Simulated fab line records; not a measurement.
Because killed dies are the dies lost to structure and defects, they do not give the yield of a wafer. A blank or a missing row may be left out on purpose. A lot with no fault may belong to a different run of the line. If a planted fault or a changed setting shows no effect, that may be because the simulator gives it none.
Code-filled problem report in 8D (eight disciplines) form :: flow sky130 :: the parts of the form that need people (team, actions taken, sign-off) are left out

1. THE PROBLEM
A mean of 123.92 s is read at SKY_VIA4_SOFTBAKE_07 for run length s, taken on 1 wafer of 1 lot, against 89.17 s (standard deviation 0.13) on wafers free of any fault. So: +99 or more standard deviations from the usual mean.
The step: time 60 s.
Earliest sighting: wafer L683.1 on litho track-02 at day 47 07:06. The record holds 36 wafers of 12 lots with a number at this step. Rule for "out", or "out of limits": more than 4 standard deviations from the usual mean. Any other wafer with a number is counted as sound.

2. WHAT IT IS; WHAT IT IS NOT
question: which readings at this step
is: run length s
is not: exhaust pa, plate temp C, resist line temp C

question: which lots
is: L683
is not: L671, L672, L673, L674, L684, L685, L688, L689, L691, L692, L694

question: which wafers of those lots
is: L683.1
is not: L683.2, L683.5

question: read on which tools
is: litho track-02
is not: litho track-03, litho track-04

question: when
is: from day 47 07:06
is not: up to then (14 sound wafers); but 21 sound wafers of L684, L685, L688, L689, L691, L692, L694 came after

3. THE SUSPECTS, EACH WITH WHAT RULES IT OUT
Counting: a tool at a process step up to the reading stays a suspect if it ran every lot that is out. Sound lots after the first of them don't rule it out here, since some wafers of a struck lot are sound.
- pvd sputter-02 at SKY_VIA1_SPUTTER_20 (material TiN, target thk 20 nm, time 80 s): kept. It ran the lot that is out, L683 (day 39 12:55).
- pvd sputter-02 at SKY_VIA2_SPUTTER_20 (material TiN, target thk 20 nm, time 80 s): kept. It ran the lot that is out, L683 (day 41 17:48).
- litho track-02 at SKY_VIA4_SOFTBAKE_07 (time 60 s): kept. The lot that is out, L683, ran on it at day 47 07:06; the last sound lot it ran before that was L672, at day 44 07:15. On those wafers its own readings are out: run length s.
Left after counting: pvd sputter-02 at SKY_VIA1_SPUTTER_20, pvd sputter-02 at SKY_VIA2_SPUTTER_20, litho track-02 at SKY_VIA4_SOFTBAKE_07.

4. THE CAUSE (what the simulator had put in)
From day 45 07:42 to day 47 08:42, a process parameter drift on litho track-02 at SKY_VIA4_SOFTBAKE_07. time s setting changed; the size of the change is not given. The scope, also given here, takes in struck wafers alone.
Of the 3 suspects that counting leaves, this tool is one.

5. SEQUENCE OF EFFECTS, ordered by route
One row per reading whose mean, taken over the struck wafers that have a number, lies over 3 standard deviations from the usual. Only readings whose record carries a usual standard deviation are examined. hours: median over the lots of the time between each lot's start at the first step of this table that gives one and its start at this step. sigmas: the change, counted in usual standard deviations.
hours: 0
step: SKY_VIA4_SOFTBAKE_07
reading: run length s
usual: 89.17 s
on struck wafers: 123.92
change: +34.75
sigmas: +99 or more
Its process steps:
- SKY_VIA4_SOFTBAKE_07: time 60 s.

6. HOW IT WOULD HAVE BEEN CAUGHT EARLIER
The fault began at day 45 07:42; the first out-of-limits reading in this record came at day 47 07:06, 47 hours later.
